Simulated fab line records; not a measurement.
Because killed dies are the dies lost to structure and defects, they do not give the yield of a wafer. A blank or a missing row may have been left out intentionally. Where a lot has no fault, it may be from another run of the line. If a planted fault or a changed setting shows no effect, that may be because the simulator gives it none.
The tool behind it: which one?    flow gf180mcu    11 lots with 33 wafers sampled at 3 steps, on a route of 602 steps

== WHAT EACH GAUGE READ, for each wafer ==
GF_V4_CD_MEAS_14 targets a cd of 260 nm.
lot   measured      on        cdNm (nm)
L718  day 24 07:22  cdSem-02  259.1 258.5 258.1
L719  day 24 13:58  cdSem-01  258.8 258.3 258.6
L721  day 25 19:25  cdSem-02  259.5 258.6 259.1
L723  day 26 05:17  cdSem-01  259.8 259.3 259.3
L724  day 26 15:27  cdSem-01  260.4 261.5 260.7
L726  day 27 05:56  cdSem-02  259.2 259.7 261.0
L725  day 27 11:01  cdSem-02  260.2 259.3 260.2
L728  day 27 21:31  cdSem-01  259.8 259.5 259.9
L733  day 29 11:24  cdSem-02  261.7 261.8 260.7
L735  day 30 03:16  cdSem-02  259.0 257.9 257.6
L741  day 31 13:20  cdSem-02  259.5 259.1 259.8

GF_M5_CD_MEAS_07 targets a cd of 280 nm.
lot   measured      on        cdNm (nm)
L718  day 26 04:23  cdSem-01  278.7 277.7 279.5
L719  day 26 10:12  cdSem-02  279.4 279.3 278.7
L721  day 27 14:19  cdSem-01  279.1 280.4 279.7
L723  day 27 23:35  cdSem-02  281.1 280.9 281.8
L724  day 28 09:42  cdSem-01  278.8 280.3 279.5
L726  day 28 23:29  cdSem-02  279.6 279.3 280.6
L725  day 29 03:36  cdSem-01  281.9 282.2 282.1
L728  day 29 13:05  cdSem-01  280.5 279.5 280.1
L733  day 31 01:41  cdSem-02  280.4 280.2 280.4
L735  day 31 16:58  cdSem-02  280.7 279.9 280.2
L741  day 33 00:34  cdSem-02  280.8 280.1 280.8

GF_M5_OVL_MEAS_08.
lot   measured      on          M5_OVL (nm)
L718  day 26 04:28  overlay-01  -3 -4 3
L719  day 26 10:19  overlay-02  7 -3 7
L721  day 27 14:25  overlay-01  -4 -7 2
L723  day 27 23:42  overlay-01  12 6 3
L724  day 28 09:46  overlay-02  3 5 12
L726  day 28 23:34  overlay-01  3 -1 4
L725  day 29 03:43  overlay-01  1 -9 -11
L728  day 29 13:12  overlay-02  -6 -2 4
L733  day 31 01:49  overlay-01  8 -2 11
L735  day 31 17:05  overlay-01  5 -1 4
L741  day 33 00:41  overlay-01  4 -1 1

== WHICH TOOL RAN EACH LOT (tool, then ch and the chambers of the sampled wafers, then the start) ==
Before these readings, the record contains no process step.

== AS READ BY THE TOOLS THEMSELVES (means over the sampled wafers that have a number; for cases with no such wafer, the mark the record gives instead) ==
The record holds no such reading with a usual standard deviation.

== THE ANSWER, worked out from the rows above alone ==
Rule: usual is defined by the lots themselves. The widest of any qualifying gaps counts: lots, ordered by their means at a reading, are off when they make up no more than a third of the lots, leave a main group of 4 or more, and stand apart from it by 3 or more times the standard deviation of that group's means. A main group is skipped when, at the precision printed for the reading in the tables above, its means are all equal. Also off: a lot with no number at a reading for which 4 or more lots have one. All remaining lots with rows at the step are treated as sound. The gauges are gone through in route order, then the tools' own readings, and for those a lot's mean is taken as printed above. The first step at which some lot is off is used, and at that step the reading that is off furthest; a lot without a number counts as furthest.
No lot is off on any of the readings shown, so nothing can be concluded from this.

== WHAT THE SIMULATOR HAD INSERTED ==
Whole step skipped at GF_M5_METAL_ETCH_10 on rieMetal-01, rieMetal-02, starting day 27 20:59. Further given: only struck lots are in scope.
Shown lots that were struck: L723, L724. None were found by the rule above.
